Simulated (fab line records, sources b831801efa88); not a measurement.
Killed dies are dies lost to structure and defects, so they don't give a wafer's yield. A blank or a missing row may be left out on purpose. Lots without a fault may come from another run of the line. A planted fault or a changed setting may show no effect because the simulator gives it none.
A struck lot beside a sound one | flow gf180mcu | 24 steps out of a route of 602
Sound: wafers L231.1, L231.5, L231.6. Struck: wafers L242.3, L242.4, L242.6. The cause comes at the end.
At each step with rows: each side's tool, then ch and its chambers, then its first start. Under that, the readings that differ: sound wafers | struck wafers | difference of the means | sigmas: that difference in standard deviations of wafers without a fault.
alike: readings whose means differ by less than 2 such deviations, and words and numbers that are the same on both sides. not compared: withheld readings, readings that some wafer has no value for, bounds like >300 that may hide the same value, and numbers for which the record gives no deviation and whose values overlap.
The two part at a step that has a row with sigmas, a row that says differs or no value, or rows on one side only. Numbers that don't overlap but have no deviation are shown without sigmas and don't part them. A reading that every wafer of one side lacks parts them only if that side has two wafers or more.

first, 7 steps without rows for these wafers: GF_STI_DEHYDRATE_05 (time 60 s); GF_STI_HMDS_06 (prime time 60 s); GF_STI_COAT_07 (resist thk 700 nm); GF_STI_SOFTBAKE_08 (time 60 s); GF_STI_EXPOSE_09 (exposes mask COMP, target cd 220 nm); GF_STI_PEB_10 (peb time 90 s); GF_STI_DEVELOP_11 (develop time 60 s).
GF_STI_CD_MEAS_12: target cd 220 nm.
  sound on cd_sem-02, day 3 19:26; struck on cd_sem-01, day 6 03:57
  alike: cd_nm
GF_STI_ETCH_13: etches the open film in CHF3/O2, stops on Si, target depth 282.31 nm, time 112.9 s.
  sound on rie_diel-03 ch 0,1,3, day 3 19:33; struck on rie_diel-04 ch 1,2,3, day 6 04:02
  alike: drypump_motor_current_A, oes_product_au, throttle_valve_pct
  not compared: rf_hours_counter_h
GF_STI_ETCH_14: etches Si in HBr/Cl2/O2, target depth 360 nm, time 102.9 s.
  sound on rie_si-01 ch 0,2,3, day 3 19:38; struck on rie_si-02 ch 0,2,3, day 6 04:07
  alike: drypump_motor_current_A, oes_product_au, throttle_valve_pct
  not compared: rf_hours_counter_h
GF_STI_STRIP_15: strips in O2/N2.
  sound on plasma_asher-01 ch 0,1, day 3 19:43; struck on plasma_asher-03 ch 0,1, day 6 04:13
  reading                     | sound          | struck         | difference | sigmas
  drypump_motor_current_A (A) | 6.52 6.54 6.72 | 6.11 6.00 5.97 | -0.57      | -2
  alike: heater_power_w, oes_product_au, strip_time_to_endpoint_s
  not compared: rf_hours_counter_h
then, 1 step without rows for these wafers: GF_STI_CLEAN_16 (cleans in dHF, time 25 s).
GF_STI_WET_ETCH_17: etches Si3N4 in H3PO4, target depth 45 nm, time 514 s.
  sound on wet_bench-02 ch 2, day 3 19:49; struck on wet_bench-02 ch 2, day 6 04:18
  reading                               | sound                | struck               | difference | sigmas
  bath_guard_temp_C (C)                 | 159.1 158.7 159.1    | 154.8 154.4 155.0    | -4.2       | -6
  temp_c (C)                            | 159.84 159.95 159.98 | 155.32 155.57 155.77 | -4.37      | -27
  model.Si3N4_of_STI_CVD_03.thk_nm (nm) | 161.7 164 163        | 168.3 168.4 168.4    | +5.5       |
then, 4 steps without rows for these wafers: GF_STI_CLEAN_18 (cleans in SC1/SC2, time 150 s); GF_STI_CLEAN_19 (cleans in dHF, time 20 s); GF_STI_WET_ETCH_20 (etches SiO2 in dHF, target depth 20 nm, time 400 s); GF_STI_OXIDATION_21 (stabilise 600 s, purge 300 s, target thk 15 nm).
GF_STI_THK_MEAS_22:
  sound on film_metro-02, day 3 22:34; struck on film_metro-04, day 6 05:47
  alike: STI_OXIDATION_01_THK
then, 1 step without rows for these wafers: GF_STI_CVD_23 (deposits SiO2, target thk 650 nm, time 108.3 s).
GF_STI_THK_MEAS_24:
  sound on film_metro-03, day 3 22:42; struck on film_metro-02, day 6 05:55
  alike: STI_CVD_23_THK
GF_STI_CMP_25: polishes, stops on Si3N4, t overpolish 33 s, target thk 524.6 nm.
  sound on cmp-01 ch 1,2,3, day 3 22:52; struck on cmp-01 ch 0,1,2, day 6 05:57
  alike: head_pressure_psi, motor_current_A, overpolish_run_s, time_to_endpoint_s
GF_STI_WET_ETCH_26: etches SiO2 in dHF, target depth 94 nm, time 188 s.
  sound on wet_bench-02 ch 2, day 3 23:04; struck on wet_bench-01 ch 2, day 6 06:15
  reading                               | sound           | struck            | difference | sigmas
  model.Si3N4_of_STI_CVD_03.thk_nm (nm) | 151 153.3 152.2 | 157.5 157.6 157.6 | +5.4       |
  alike: temp_c
then, 1 step without rows for these wafers: GF_STI_WET_ETCH_27 (etches Si3N4 in H3PO4, target depth 160 nm, time 1825 s).
GF_PASSIVATION_PROBE_99:
  the record has rows for the sound wafers here (prober-01, day 31 19:14) and none for the struck ones

WHERE THEY PART
First at GF_STI_STRIP_15; last, within this record, at GF_PASSIVATION_PROBE_99.

WHY: what the simulator had put in
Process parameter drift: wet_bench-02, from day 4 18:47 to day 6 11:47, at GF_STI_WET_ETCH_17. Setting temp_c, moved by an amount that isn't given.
